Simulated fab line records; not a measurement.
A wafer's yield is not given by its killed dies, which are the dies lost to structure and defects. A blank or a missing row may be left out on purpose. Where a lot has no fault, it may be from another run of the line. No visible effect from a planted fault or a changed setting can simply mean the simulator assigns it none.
fab line records	flow sky130
record: lots: 6	wafers: 18	last_day: 50
route steps=708 shown LOCAL_INTERCONNECT@398 CONTACT@406 PAD_OPEN@708
lots untouched by any fault: they come from a run of this same line in which no faults occurred
start_h: start of the lot's first displayed wafer, in hours after the record's first day	wait_h: time in hours since the lot's previous step	" repeats the value in the row above	L1.1+2: several wafers, shown together as one row	- no value, or no start given	* or withheld: withheld	< > ~ a bound
route shown NAME@n: NAME is a module with steps in the file, n the number in the route of the first one	usual: mean/standard deviation taken from wafers without a fault	same: alike in all rows	chamber/n: place in a boat	sites: the reading at each site	_std_site: standard deviation of those values	_edge_site: the outer-site mean with the inner-site mean subtracted	radius_mm: for every site, how far away it sits from the centre of the wafer	mask NAME#n: copy n	behind: the most recent tool/chamber to have shaped the wafer	hold: cause of the lot's hold/its duration in hours/its outcome	device: the transistor (n, p or np) that didn't switch	end of line: the tests these same wafers got at the end of their route	for a step that has no rows: nothing shown but its recipe	killed: the dies lost at the first sort to structure and to defects; this is not the yield of the wafer	map: the dies of a wafer, with x for killed, . for not killed, _ for no die there
set.NAME: the setting as run; set.NAME@STEP: as run at that earlier step	model.NAME: the simulator's own value behind a step, which no gauge read
a table for each step, a row for each wafer; lots at some steps of the route
services: a tool's chamber out of use, with start hour (start_h, from the record's first day; less than 0 if before it), hours out, and reason
== steps ==
step: SKY_LOCAL_INTERCONNECT_CD_MEAS_11
recipe: target_cd_nm: 170
usual: cd_nm: 170.5/1.3
lot.wafer	tool	chamber	start_h	wait_h	cd_nm
L495.1	cd_sem-02	-	765.61	-	169.6
L495.4	"	-	"	"	169.0
L495.6	"	-	"	"	169.6
L496.1	cd_sem-01	-	769.01	-	167.9
L496.2	"	-	"	"	168.7
L496.3	"	-	"	"	166.9
L498.1	cd_sem-02	-	783.96	-	171.8
L498.3	"	-	"	"	170.6
L498.6	"	-	"	"	170.7
L508.1	cd_sem-01	-	844.35	-	170.2
L508.3	"	-	"	"	170.0
L508.5	"	-	"	"	169.3
L509.3	cd_sem-01	-	857.80	-	173.6
L509.4	"	-	"	"	173.3
L509.5	"	-	"	"	172.3
L513.2	cd_sem-02	-	881.39	-	169.6
L513.5	"	-	"	"	170.0
L513.6	"	-	"	"	171.2
step: SKY_LOCAL_INTERCONNECT_OVL_MEAS_12
usual: LOCAL_INTERCONNECT_OVL: 2/5.5
lot.wafer	tool	chamber	start_h	wait_h	LOCAL_INTERCONNECT_OVL[nm]
L495.1	overlay-02	-	765.73	0.1	-1
L495.4	"	-	"	"	5
L495.6	"	-	"	"	4
L496.1	overlay-02	-	769.13	0.1	10
L496.2	"	-	"	"	8
L496.3	"	-	"	"	8
L498.1	overlay-02	-	784.08	0.1	-9
L498.3	"	-	"	"	-11
L498.6	"	-	"	"	-6
L508.1	overlay-02	-	844.47	0.1	8
L508.3	"	-	"	"	5
L508.5	"	-	"	"	7
L509.3	overlay-02	-	857.89	0.1	5
L509.4	"	-	"	"	-2
L509.5	"	-	"	"	-1
L513.2	overlay-02	-	881.50	0.1	2
L513.5	"	-	"	"	4
L513.6	"	-	"	"	1
step: SKY_LOCAL_INTERCONNECT_ETCH_13
recipe: chemistry: N2/H2	target: BARC	ion_energy_ev: 200	bias_w: 100	pressure_mtorr: 30	n2_flow_sccm: 100	h2_flow_sccm: 200	icp_w: 500	stop_on: SiO2	time_s: 45.9	target_depth_a: 600
usual: drypump_motor_current_A: 5.4/0.52	n2_flow_sccm: 100.00/0.29	oes_product_au: 0.855/0.0047	rf_fwd_power_W: 495.2/2.3	throttle_valve_pct: 13.225/0.0085
lot.wafer	tool	chamber	start_h	wait_h	drypump_motor_current_A	n2_flow_sccm	oes_product_au	rf_fwd_power_W	rf_hours_counter_h	throttle_valve_pct
L495.1	rie_metal-01	0	765.77	0.0	5.2	100.17	0.854	495.6	4	13.228
L495.4	"	0	"	"	5.2	100.22	0.856	496.7	-	13.213
L495.6	"	0	"	"	5.2	100.18	0.857	496.6	-	13.220
L496.1	rie_metal-03	1	769.17	0.0	4.7	99.68	0.854	496.7	1	13.232
L496.2	"	0	"	"	5.3	99.92	0.848	498.1	12	13.229
L496.3	"	0	"	"	5.2	100.47	0.852	496.1	-	13.221
L498.1	rie_metal-02	0	784.12	0.0	5.0	100.09	0.854	494.6	2	13.223
L498.3	"	1	"	"	6.5	99.88	0.868	491.9	-	13.210
L498.6	"	1	"	"	6.5	99.57	0.856	491.3	-	13.234
L508.1	rie_metal-01	1	844.51	0.0	5.4	100.01	0.859	495.3	3	13.225
L508.3	"	0	"	"	5.2	99.77	0.856	497.1	-	13.229
L508.5	"	1	"	"	5.4	100.37	0.856	491.5	-	13.239
L509.3	rie_metal-01	1	857.94	0.0	5.4	100.07	0.853	489.5	-	13.238
L509.4	"	0	"	"	5.2	99.97	0.855	500.0	-	13.220
L509.5	"	0	"	"	5.2	100.13	0.862	498.9	-	13.218
L513.2	rie_metal-02	1	881.53	0.0	6.5	99.99	0.853	492.4	16	13.232
L513.5	"	0	"	"	5.0	99.86	0.853	496.5	-	13.237
L513.6	"	1	"	"	6.4	100.67	0.862	492.9	-	13.252
step: SKY_LOCAL_INTERCONNECT_METAL_ETCH_14
recipe: target_depth_nm: 110	stop_on: PSG	chemistry: Cl2/BCl3	target: TiN	resist_sidewall_deg: 88	pressure_mtorr: 10	icp_w: 900	bias_w: 48.5	Cl2_flow_sccm: 60	bcl3_flow_sccm: 30	time_s: 31.4
usual: bcl3_flow_sccm: 30.01/0.082	drypump_motor_current_A: 5.4/0.52	oes_product_au: 0.939/0.007	rf_fwd_power_W: 889/4.3	throttle_valve_pct: 21.903/0.0096
lot.wafer	tool	chamber	start_h	wait_h	bcl3_flow_sccm	drypump_motor_current_A	oes_product_au	rf_fwd_power_W	rf_hours_counter_h	throttle_valve_pct
L495.1	rie_metal-01	0	765.89	0.1	30.04	5.2	0.945	895	4	21.900
L495.4	"	0	"	"	29.97	5.2	0.954	896	-	21.896
L495.6	"	0	"	"	30.12	5.2	0.943	896	-	21.908
L496.1	rie_metal-03	1	769.23	0.0	29.93	4.7	0.944	886	1	21.894
L496.2	"	0	"	"	29.91	5.3	0.933	893	12	21.895
L496.3	"	0	"	"	30.07	5.2	0.932	893	-	21.917
L498.1	rie_metal-02	0	784.18	0.0	30.13	5.0	0.943	891	2	21.885
L498.3	"	1	"	"	30.11	6.4	0.936	887	-	21.895
L498.6	"	1	"	"	30.04	6.5	0.935	886	-	21.916
L508.1	rie_metal-01	1	844.57	0.0	29.98	5.4	0.927	886	3	21.906
L508.3	"	0	"	"	29.85	5.2	0.939	893	-	21.900
L508.5	"	1	"	"	30.00	5.4	0.929	888	-	21.921
L509.3	rie_metal-01	1	858.00	0.0	30.07	5.4	0.934	882	-	21.899
L509.4	"	0	"	"	30.08	5.2	0.937	891	-	21.904
L509.5	"	0	"	"	29.98	5.2	0.943	888	-	21.899
L513.2	rie_metal-02	1	881.59	0.0	30.00	6.4	0.940	885	16	21.914
L513.5	"	0	"	"	30.09	5.0	0.932	884	-	21.912
L513.6	"	1	"	"	30.06	6.5	0.937	888	-	21.904
step: SKY_LOCAL_INTERCONNECT_STRIP_15
recipe: chemistry: O2/N2	power_w: 1400	pressure_mtorr: 1500	platen_temp_c: withheld	o2_flow_sccm: 3000	n2_flow_sccm: 300	overash_fraction: 0.5
usual: drypump_motor_current_A: 5.4/0.42	n2_flow_sccm: 300.0/0.8	oes_product_au: 0.427/0.0044	strip_time_to_endpoint_s: 4.727/0.02
lot.wafer	tool	chamber	start_h	wait_h	drypump_motor_current_A	n2_flow_sccm	oes_product_au	rf_hours_counter_h	strip_time_to_endpoint_s
L495.1	plasma_asher-02	0	766.00	0.1	5.0	299.2	0.426	2	4.721
L495.4	"	0	"	"	5.0	301.6	0.425	-	4.740
L495.6	"	0	"	"	5.0	300.0	0.434	-	4.740
L496.1	plasma_asher-01	1	769.28	0.0	5.0	299.7	0.433	32	4.716
L496.2	"	0	"	"	6.1	301.0	0.419	32	4.736
L496.3	"	1	"	"	5.0	298.4	0.423	-	4.695
L498.1	plasma_asher-02	1	784.23	0.0	5.7	300.4	0.424	3	4.728
L498.3	"	1	"	"	5.7	300.3	0.424	-	4.702
L498.6	"	1	"	"	5.7	301.9	0.427	-	4.711
L508.1	plasma_asher-03	1	844.63	0.0	5.3	300.2	0.427	71	4.740
L508.3	"	1	"	"	5.3	300.8	0.432	-	4.725
L508.5	"	1	"	"	5.2	301.2	0.424	-	4.722
L509.3	plasma_asher-03	1	858.07	0.1	5.2	300.1	0.434	-	4.745
L509.4	"	0	"	"	5.3	301.0	0.421	-	4.730
L509.5	"	1	"	"	5.2	301.4	0.424	-	4.741
L513.2	plasma_asher-01	1	881.64	0.0	5.0	299.3	0.426	43	4.703
L513.5	"	1	"	"	5.0	301.1	0.431	-	4.712
L513.6	"	0	"	"	6.1	299.4	0.424	-	4.716
step: SKY_LOCAL_INTERCONNECT_STRIP_16
recipe: chemistry: post_etch_residue_remover	time_s: 1200	temp_c: 72.5
step: SKY_LOCAL_INTERCONNECT_CLEAN_17
recipe: chemistry: IPA	time_s: 180	temp_c: 25
step: SKY_LOCAL_INTERCONNECT_CLEAN_18
recipe: chemistry: O3/DIW	dry: n2_spin
step: SKY_CONTACT_CVD_00
recipe: material: Si3N4	target_thk_nm: 75	temp_c: 400	time_s: withheld	rf_w: 450
usual: heater_power_w: 734/81	rf_fwd_power_W: 443.0/2.4
lot.wafer	tool	chamber	start_h	wait_h	heater_power_w	rf_fwd_power_W
L495.1	pecvd-01	1	766.59	0.0	767	439.2
L495.4	"	2	"	"	860	445.6
L495.6	"	1	"	"	762	438.7
L496.1	pecvd-02	1	769.87	0.0	679	448.3
L496.2	"	0	"	"	701	444.2
L496.3	"	2	"	"	748	443.4
L498.1	pecvd-01	1	784.82	0.0	819	441.6
L498.3	"	2	"	"	770	444.6
L498.6	"	1	"	"	822	442.2
L508.1	pecvd-02	0	845.26	0.0	621	444.6
L508.3	"	1	"	"	733	445.9
L508.5	"	0	"	"	616	444.7
L509.3	pecvd-04	0	858.63	0.0	615	443.0
L509.4	"	1	"	"	676	439.2
L509.5	"	0	"	"	629	444.0
L513.2	pecvd-01	2	882.23	0.0	760	444.7
L513.5	"	2	"	"	756	446.5
L513.6	"	1	"	"	758	441.0
step: SKY_CONTACT_THK_MEAS_01
recipe: reads: Si3N4_of_CONTACT_CVD_00
usual: CONTACT_CVD_00_THK: 74.6/0.98
lot.wafer	tool	chamber	start_h	wait_h	CONTACT_CVD_00_THK[nm]
L495.1	film_metro-04	-	766.62	-	73.4
L495.4	"	-	"	"	75.6
L495.6	"	-	"	"	75.1
L496.1	film_metro-04	-	769.91	-	73.8
L496.2	"	-	"	"	73.6
L496.3	"	-	"	"	73.5
L498.1	film_metro-02	-	784.86	-	73.2
L498.3	"	-	"	"	75.2
L498.6	"	-	"	"	74.6
L508.1	film_metro-04	-	845.29	-	74.9
L508.3	"	-	"	"	73.8
L508.5	"	-	"	"	75.0
L509.3	film_metro-02	-	858.68	-	73.7
L509.4	"	-	"	"	75.5
L509.5	"	-	"	"	75.6
L513.2	film_metro-01	-	882.28	-	74.4
L513.5	"	-	"	"	75.4
L513.6	"	-	"	"	74.3
step: SKY_CONTACT_HDPCVD_02
recipe: material: SiO2	target_thk_nm: 565	sigma_open_frac: 0.3	time_s: 94.2	temp_c: 600	sih4_flow_sccm: 60	pressure_mtorr: 6
step: SKY_CONTACT_THK_MEAS_03
recipe: reads: SiO2_of_CONTACT_HDPCVD_02
usual: CONTACT_HDPCVD_THK: 564/7.8
lot.wafer	tool	chamber	start_h	wait_h	CONTACT_HDPCVD_THK[nm]
L495.1	film_metro-01	-	766.75	0.0	557
L495.4	"	-	"	"	561
L495.6	"	-	"	"	558
L496.1	film_metro-01	-	770.04	0.0	566
L496.2	"	-	"	"	567
L496.3	"	-	"	"	572
L498.1	film_metro-04	-	784.99	0.0	561
L498.3	"	-	"	"	561
L498.6	"	-	"	"	562
L508.1	film_metro-04	-	845.45	0.1	568
L508.3	"	-	"	"	570
L508.5	"	-	"	"	569
L509.3	film_metro-04	-	858.81	0.1	559
L509.4	"	-	"	"	556
L509.5	"	-	"	"	561
L513.2	film_metro-04	-	882.41	0.0	572
L513.5	"	-	"	"	568
L513.6	"	-	"	"	576
step: SKY_CONTACT_CMP_04
recipe: material: SiO2	down_force_psi: 4	platen_rpm: 60	pad_velocity_m_s: 0.94248
usual: head_pressure_psi: 4.000/0.0079	motor_current_A: 11.3/1.2	platen_rpm: 60.00/0.041	retaining_ring_pressure_frac: 1.000/0.0049	slurry_filter_dp_kPa: 13.49/0.15	time_to_endpoint_s: 83/4.7
lot.wafer	tool	chamber	start_h	wait_h	head_pressure_psi	motor_current_A	platen_rpm	retaining_ring_pressure_frac	slurry_filter_dp_kPa	time_to_endpoint_s
L495.1	cmp-02	0	766.81	0.1	4.004	12.8	60.04	0.999	13.42	81
L495.4	"	2	"	"	4.002	9.8	59.97	1.006	13.46	77
L495.6	"	1	"	"	4.010	12.1	59.97	1.000	13.25	81
L496.2	cmp-01	3	770.10	0.0	3.991	11.4	59.96	1.000	13.45	82
L496.1	"	0	"	"	3.997	12.5	59.96	0.994	13.65	86
L496.3	"	1	"	"	4.003	11.3	60.02	0.998	13.13	87
L498.1	cmp-02	1	785.15	0.1	3.996	12.3	60.08	1.000	13.58	83
L498.3	"	2	"	"	4.002	9.3	59.98	1.004	13.34	80
L498.6	"	0	"	"	4.008	12.6	60.01	0.997	13.31	86
L508.1	cmp-02	3	845.56	0.1	3.115	9.1	60.00	0.997	13.44	109
L508.3	"	1	"	"	3.123	10.1	60.02	0.994	13.75	115
L508.5	"	2	"	"	3.102	7.7	60.01	1.004	13.41	109
L509.4	cmp-02	1	858.85	0.0	3.097	10.5	60.00	1.004	13.58	104
L509.3	"	2	"	"	3.110	8.2	60.01	0.990	13.58	97
L509.5	"	1	"	"	3.108	10.4	60.01	0.996	13.44	103
L513.2	cmp-01	1	882.51	0.1	4.005	11.4	60.05	0.997	13.35	84
L513.6	"	0	"	"	3.985	13.3	60.01	1.001	13.63	89
L513.5	"	1	"	"	3.995	11.8	60.00	0.995	13.43	84
step: SKY_CONTACT_BOW_MEAS_05
recipe: mode: bow
usual: CONTACT_BOW: 82/7.3
lot.wafer	tool	chamber	start_h	wait_h	CONTACT_BOW[um]
L495.1	film_metro-04	-	767.11	0.2	79
L495.4	"	-	"	"	78
L495.6	"	-	"	"	70
L496.1	film_metro-01	-	770.40	0.2	92
L496.2	"	-	"	"	82
L496.3	"	-	"	"	68
L498.1	film_metro-01	-	785.35	0.1	88
L498.3	"	-	"	"	71
L498.6	"	-	"	"	79
L508.1	film_metro-01	-	845.81	0.2	80
L508.3	"	-	"	"	71
L508.5	"	-	"	"	74
L509.3	film_metro-04	-	859.19	0.2	72
L509.4	"	-	"	"	77
L509.5	"	-	"	"	85
L513.2	film_metro-02	-	882.78	0.2	93
L513.5	"	-	"	"	81
L513.6	"	-	"	"	84
step: SKY_PAD_OPEN_PROBE_99
usual: killed_at_M0_to_M3: 43/6.6	killed_at_M4_up: 2.9/1.6	killed_at_contacts: 24/4.9	killed_at_front_end: 15/4.5	killed_at_other: 0.2/0.45	killed_dies: 86/8.8	killed_open: 48/6.4	killed_short: 38/5.6
same: gross_dies: 492	killed_at_back_side: 0
lot.wafer	tool	chamber	start_h	wait_h	killed_at_M0_to_M3	killed_at_M4_up	killed_at_contacts	killed_at_front_end	killed_at_other	killed_dies	killed_open	killed_short
L495.1	prober-01	-	1124.74	0.1	41	2	20	10	0	73	47	26
L495.4	prober-01	-	1124.89	0.2	50	2	26	9	0	87	50	37
L495.6	prober-01	-	1124.99	0.2	37	5	31	12	1	86	59	27
L496.1	prober-01	-	1126.24	0.1	42	3	17	17	0	79	46	33
L496.2	prober-01	-	1126.29	0.1	37	6	21	10	0	74	38	36
L496.3	prober-01	-	1126.34	0.2	50	3	25	18	0	96	58	38
L498.1	prober-01	-	1136.93	0.1	49	2	33	18	0	102	51	51
L498.3	prober-01	-	1137.03	0.2	39	2	34	15	1	91	59	32
L498.6	prober-01	-	1137.18	0.2	53	3	26	11	0	93	45	48
L509.3	prober-02	-	1186.23	0.2	46	3	20	16	0	85	43	42
L509.4	prober-02	-	1186.28	0.2	45	3	32	21	0	101	60	41
L509.5	prober-02	-	1186.33	0.2	53	3	29	13	0	98	57	41
L513.2	prober-02	-	1203.83	0.1	27	2	21	6	0	56	31	25
L513.5	prober-02	-	1203.98	0.2	44	6	29	5	0	84	49	35
L513.6	prober-02	-	1204.03	0.2	34	2	26	9	0	71	35	36
killed by level:class
L495.1 LI_CONTACT:geometric_particle:open=8 VIA1:geometric_particle:open=8 VIA2:geometric_particle:open=8 CONTACT:geometric_particle:open=7 VIA3:geometric_particle:open=6 POLY_GATE:geometric_particle:short=4 METAL2:geometric_particle:short=4 VIA2:geometric_particle:short=4
L495.4 LI_CONTACT:geometric_particle:open=10 VIA1:geometric_particle:open=10 VIA1:geometric_particle:short=8 CONTACT:geometric_particle:open=7 VIA3:geometric_particle:open=7 VIA2:geometric_particle:open=7 METAL2:geometric_particle:short=5 VIA2:geometric_particle:short=4
L495.6 CONTACT:geometric_particle:open=12 VIA1:geometric_particle:open=11 LI_CONTACT:geometric_particle:open=10 VIA3:geometric_particle:open=7 CONTACT:geometric_particle:short=5 VIA2:geometric_particle:open=5 POLY_GATE:geometric_particle:open=4 LOCAL_INTERCONNECT:geometric_particle:short=4
L496.1 LI_CONTACT:geometric_particle:open=10 VIA1:geometric_particle:open=7 VIA2:geometric_particle:open=7 VIA3:geometric_particle:open=6 POLY_GATE:geometric_particle:short=5 VIA2:geometric_particle:short=5 FIELD_ISO:geometric_particle:open=4 METAL1:geometric_particle:short=4
L496.2 CONTACT:geometric_particle:open=9 LI_CONTACT:geometric_particle:open=6 METAL1:geometric_particle:short=6 METAL4:geometric_particle:short=6 VIA1:geometric_particle:open=6 VIA2:geometric_particle:open=6 METAL2:geometric_particle:short=4 LI_CONTACT:geometric_particle:short=3
L496.3 LI_CONTACT:geometric_particle:open=13 CONTACT:geometric_particle:open=10 VIA1:geometric_particle:open=10 METAL1:geometric_particle:short=8 VIA2:geometric_particle:open=7 METAL2:geometric_particle:short=7 FIELD_ISO:geometric_particle:open=6 FIELD_ISO:geometric_particle:short=5
L498.1 CONTACT:geometric_particle:open=14 VIA3:geometric_particle:open=10 FIELD_ISO:geometric_particle:short=8 METAL1:geometric_particle:short=8 LI_CONTACT:geometric_particle:open=7 VIA1:geometric_particle:open=7 VIA2:geometric_particle:open=5 CONTACT:geometric_particle:short=5
L498.3 LI_CONTACT:geometric_particle:open=12 VIA1:geometric_particle:open=12 CONTACT:geometric_particle:open=9 VIA3:geometric_particle:open=9 FIELD_ISO:geometric_particle:open=6 CONTACT:geometric_particle:short=6 FIELD_ISO:geometric_particle:short=5 LI_CONTACT:geometric_particle:short=4
L498.6 VIA1:geometric_particle:open=11 VIA3:geometric_particle:open=8 METAL3:geometric_particle:short=7 LI_CONTACT:geometric_particle:open=7 METAL1:geometric_particle:short=7 CONTACT:geometric_particle:open=7 CONTACT:geometric_particle:short=5 FIELD_ISO:geometric_particle:short=4
L509.3 VIA1:geometric_particle:open=13 VIA1:geometric_particle:short=9 VIA2:geometric_particle:open=6 FIELD_ISO:geometric_particle:short=5 METAL2:geometric_particle:short=5 LI_CONTACT:geometric_particle:open=5 LOCAL_INTERCONNECT:geometric_particle:short=5 CONTACT:geometric_particle:open=4
L509.4 CONTACT:geometric_particle:open=14 VIA1:geometric_particle:open=12 VIA3:geometric_particle:open=9 METAL2:geometric_particle:short=7 LOCAL_INTERCONNECT:geometric_particle:short=7 FIELD_ISO:geometric_particle:open=6 LI_CONTACT:geometric_particle:open=6 FIELD_ISO:geometric_particle:short=4
L509.5 LI_CONTACT:geometric_particle:open=12 VIA3:geometric_particle:open=11 VIA2:geometric_particle:open=9 VIA1:geometric_particle:open=8 FIELD_ISO:geometric_particle:open=6 VIA1:geometric_particle:short=6 CONTACT:geometric_particle:open=6 METAL1:geometric_particle:short=6
L513.2 VIA1:geometric_particle:open=7 LI_CONTACT:geometric_particle:open=6 VIA2:geometric_particle:open=6 CONTACT:geometric_particle:open=5 LI_CONTACT:geometric_particle:short=4 METAL1:geometric_particle:short=4 LOCAL_INTERCONNECT:geometric_particle:short=3 VIA1:geometric_particle:short=3
L513.5 VIA1:geometric_particle:open=14 CONTACT:geometric_particle:open=10 VIA2:geometric_particle:open=10 LI_CONTACT:geometric_particle:open=9 VIA1:geometric_particle:short=6 METAL4:geometric_particle:short=5 LOCAL_INTERCONNECT:geometric_particle:short=4 METAL1:geometric_particle:short=4
L513.6 CONTACT:geometric_particle:open=11 VIA1:geometric_particle:open=8 CONTACT:geometric_particle:short=6 METAL2:geometric_particle:short=6 VIA3:geometric_particle:open=5 LI_CONTACT:geometric_particle:short=4 LI_CONTACT:geometric_particle:open=4 VIA2:geometric_particle:short=4
== services ==
tool	chamber	start_h	hours	kind
cmp-01	-	744.00	4.0	pm
rie_metal-03	1	745.79	21.2	repair
rie_metal-01	0	751.15	3.6	repair
rie_metal-01	1	754.74	-	clean
rie_metal-01	1	754.74	18.4	scheduled_down
rie_metal-01	1	754.74	18.4	vent_cycle
pecvd-02	-	757.74	0.5	repair
plasma_asher-02	-	762.01	2.1	repair
cmp-01	-	766.01	3.7	pm
rie_metal-03	-	773.86	1.3	repair
pecvd-04	-	784.94	0.5	repair
rie_metal-02	1	787.09	11.1	repair
pecvd-04	-	791.76	0.5	repair
cmp-02	-	805.09	4.1	repair
cmp-02	-	811.65	0.3	repair
pecvd-04	2	811.92	9.8	repair
pecvd-01	-	815.00	0.5	repair
pecvd-01	1	818.88	5.5	scheduled_down
cmp-02	-	820.57	6.8	repair
cmp-02	-	834.81	2.2	repair
plasma_asher-02	-	844.87	4.4	repair
pecvd-01	-	854.90	6.0	pm
pecvd-04	2	865.78	5.3	repair
pecvd-04	2	876.83	23.5	repair
== key ==
first_sign: step: SKY_CONTACT_CMP_04	reading: head_pressure_psi	direction: down	sigmas: 99+	usual: 4.000	struck: 3.109
effect: step: SKY_CONTACT_CMP_04	reading: time_to_endpoint_s	direction: up	sigmas: 5	usual: *	struck: *
met_at SKY_CONTACT_CMP_04
struck_wafers L508.1,L508.3,L508.5,L509.3,L509.4,L509.5
tester_left_out L508,L509
onset_between 785.15 845.56
fault: kind: process_parameter_drift	tool: cmp-02	chamber: -	onset_h: 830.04	steps: SKY_CONTACT_CMP_04	channel: down_force_psi	offset: -0.89028	shape: step	end_h: 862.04	acts_in: these_recipes_only	stated: 4
tester_left_out: of these lots the tester's yield and bins aren't shown, on N5 and GAA mostly nor the transistor test; their killed dies are dies lost to structure and defects alone, not to doping, threshold or leakage, so they don't give the yield
